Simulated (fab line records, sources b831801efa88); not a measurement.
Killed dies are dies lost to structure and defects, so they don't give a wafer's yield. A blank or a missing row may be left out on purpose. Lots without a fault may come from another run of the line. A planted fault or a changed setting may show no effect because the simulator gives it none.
A struck lot beside a sound one | flow sky130 | 43 steps out of a route of 708
Sound: wafers L276.3, L276.5, L276.6. Struck: wafers L281.2, L281.3, L281.6. The cause comes at the end.
At each step with rows: each side's tool, then ch and its chambers, then its first start. Under that, the readings that differ: sound wafers | struck wafers | difference of the means | sigmas: that difference in standard deviations of wafers without a fault.
alike: readings whose means differ by less than 2 such deviations, and words and numbers that are the same on both sides. not compared: withheld readings, readings that some wafer has no value for, bounds like >300 that may hide the same value, and numbers for which the record gives no deviation and whose values overlap.
The two part at a step that has a row with sigmas, a row that says differs or no value, or rows on one side only. Numbers that don't overlap but have no deviation are shown without sigmas and don't part them. A reading that every wafer of one side lacks parts them only if that side has two wafers or more.

first, 1 step without rows for these wafers: SKY_SONOS_TUNNEL_DEVELOP_06 (develop time 60 s).
SKY_SONOS_TUNNEL_CD_MEAS_07: target cd 410 nm.
  sound on cd_sem-01, day 10 20:32; struck on cd_sem-02, day 13 10:00
  alike: cd_nm
SKY_SONOS_TUNNEL_OVL_MEAS_08:
  sound on overlay-02, day 10 20:37; struck on overlay-02, day 13 10:07
  alike: SONOS_TUNNEL_OVL
then, 3 steps without rows for these wafers: SKY_SONOS_TUNNEL_IMPLANT_09; SKY_SONOS_TUNNEL_WET_ETCH_10 (etches SiO2 in dHF, target depth 14 nm, time 280 s); SKY_SONOS_TUNNEL_STRIP_11 (strips in SPM, time 600 s).
SKY_SONOS_TUNNEL_TW_MEAS_12:
  sound on film_metro-03, day 10 21:04; struck on film_metro-01, day 13 10:34
  reading         | sound             | struck            | difference | sigmas
  SONOS_TUNNEL_TW | 196.1 195.6 195.7 | 202.7 204.4 204.1 | +7.9       | +3
then, 2 steps without rows for these wafers: SKY_SONOS_TUNNEL_CLEAN_13 (cleans in dHF, time 20 s); SKY_SONOS_ONO_OXIDATION_00 (stabilise 600 s, purge 300 s, target thk 2.6 nm).
SKY_SONOS_ONO_THK_MEAS_01:
  sound on film_metro-04, day 10 23:16; struck on film_metro-03, day 13 12:04
  alike: SONOS_ONO_OXIDATION_THK
then, 1 step without rows for these wafers: SKY_SONOS_ONO_CVD_02 (deposits Si3N4 from DCS/NH3, target thk 10.5 nm, time 180 s).
SKY_SONOS_ONO_THK_MEAS_03:
  sound on film_metro-03, day 11 02:42; struck on film_metro-04, day 13 13:11
  alike: SONOS_ONO_CVD_02_THK
SKY_SONOS_ONO_CVD_04: deposits SiO2 from SiH4/N2O, target thk 5.7199 nm.
  sound on lpcvd-03 ch 1, day 11 02:44; struck on lpcvd-03 ch 1, day 13 13:14
  alike: pressure_mtorr, spike_tc_bottom_C, spike_tc_top_C
SKY_SONOS_ONO_THK_MEAS_05:
  sound on film_metro-02, day 11 04:38; struck on film_metro-02, day 13 14:29
  alike: SONOS_ONO_CVD_04_THK
then, 7 steps without rows for these wafers: SKY_SONOS_ONO_DEHYDRATE_06 (time 60 s); SKY_SONOS_ONO_HMDS_07 (prime time 60 s); SKY_SONOS_ONO_COAT_08 (resist thk 1140 nm); SKY_SONOS_ONO_SOFTBAKE_09 (time 60 s); SKY_SONOS_ONO_EXPOSE_10 (exposes mask ONOM, target cd 410 nm); SKY_SONOS_ONO_PEB_11; SKY_SONOS_ONO_DEVELOP_12 (develop time 60 s).
SKY_SONOS_ONO_CD_MEAS_13: target cd 410 nm.
  sound on cd_sem-02, day 12 05:19; struck on cd_sem-01, day 14 16:52
  alike: cd_nm
SKY_SONOS_ONO_OVL_MEAS_14:
  sound on overlay-01, day 12 05:25; struck on overlay-02, day 14 16:58
  alike: SONOS_ONO_OVL
SKY_SONOS_ONO_ETCH_15: etches the open film in CHF3/O2, target depth 19.52 nm, time 7.8 s.
  sound on rie_diel-04 ch 0,2,3, day 12 05:26; struck on rie_diel-03 ch 0,1, day 14 17:00
  alike: chamber_pressure_mTorr, drypump_motor_current_A, oes_product_au, throttle_valve_pct
  not compared: rf_hours_counter_h
then, 1 step without rows for these wafers: SKY_SONOS_ONO_WET_ETCH_16 (etches SiO2 in dHF, target depth 14 nm, time 280 s).
SKY_SONOS_ONO_STRIP_17: strips in O2/N2.
  sound on plasma_asher-01 ch 0,1, day 12 05:35; struck on plasma_asher-04 ch 0,1, day 14 17:07
  reading                     | sound       | struck      | difference | sigmas
  drypump_motor_current_A (A) | 4.9 4.9 5.7 | 6.1 6.1 6.2 | +1.0       | +2
  alike: chamber_pressure_mTorr, oes_product_au, strip_time_to_endpoint_s
  not compared: rf_hours_counter_h
then, 3 steps without rows for these wafers: SKY_SONOS_ONO_WET_ETCH_18 (etches Si3N4 in H3PO4, target depth 15 nm, time 172 s); SKY_GATE_OXIDE_CLEAN_00 (cleans in SC1/SC2, time 150 s); SKY_GATE_OXIDE_OXIDATION_01 (stabilise 600 s, purge 300 s, target thk 10.268 nm).
SKY_GATE_OXIDE_THK_MEAS_02:
  sound on film_metro-01, day 12 07:59; struck on film_metro-01, day 14 21:50
  alike: GATE_OXIDE_OXIDATION_00_THK
then, 7 steps without rows for these wafers: SKY_GATE_OXIDE_DEHYDRATE_03 (time 60 s); SKY_GATE_OXIDE_HMDS_04 (prime time 60 s); SKY_GATE_OXIDE_COAT_05 (resist thk 1140 nm); SKY_GATE_OXIDE_SOFTBAKE_06 (time 60 s); SKY_GATE_OXIDE_EXPOSE_07 (exposes mask LVOM, target cd 600 nm); SKY_GATE_OXIDE_PEB_08; SKY_GATE_OXIDE_DEVELOP_09 (develop time 60 s).
SKY_GATE_OXIDE_OVL_MEAS_10:
  sound on overlay-02, day 13 08:41; struck on overlay-02, day 16 00:52
  alike: GATE_OXIDE_OVL
then, 2 steps without rows for these wafers: SKY_GATE_OXIDE_IMPLANT_11; SKY_GATE_OXIDE_WET_ETCH_12 (etches SiO2 in dHF, target depth 16.8 nm, time 336 s).
SKY_GATE_OXIDE_STRIP_13: strips in O2/N2.
  sound on plasma_asher-04 ch 0,1, day 13 09:00; struck on plasma_asher-03 ch 0,1, day 16 01:15
  alike: chamber_pressure_mTorr, drypump_motor_current_A, oes_product_au, strip_time_to_endpoint_s
  not compared: rf_hours_counter_h
SKY_GATE_OXIDE_TW_MEAS_14:
  sound on film_metro-02, day 13 09:05; struck on film_metro-04, day 16 01:22
  alike: GATE_OXIDE_TW
-- the record jumps here: 32 days lie between the struck wafers' starts before and after (it left off in module GATE_OXIDE and takes up again in module PAD_OPEN, whose first step shown is number 708 of the route) --
SKY_PAD_OPEN_PROBE_99:
  sound on prober-01, day 45 08:17; struck on prober-02, day 47 13:45
  reading             | sound    | struck                                                                     | difference                   | sigmas
  hold                | - - -    | await_dispo/5.7h/release await_dispo/5.7h/release await_dispo/5.7h/release | no value on the sound wafers |
  killed_at_front_end | 17 12 21 | 77 67 64                                                                   | +53                          | +11
  killed_dies         | 95 96 83 | 139 141 120                                                                | +42                          | +4
  alike: killed_at_M0_to_M3, killed_at_M4_up, killed_at_contacts, killed_at_other, killed_open, killed_short

WHERE THEY PART
First at SKY_SONOS_TUNNEL_TW_MEAS_12; last, within this record, at SKY_PAD_OPEN_PROBE_99.

WHY: what the simulator had put in
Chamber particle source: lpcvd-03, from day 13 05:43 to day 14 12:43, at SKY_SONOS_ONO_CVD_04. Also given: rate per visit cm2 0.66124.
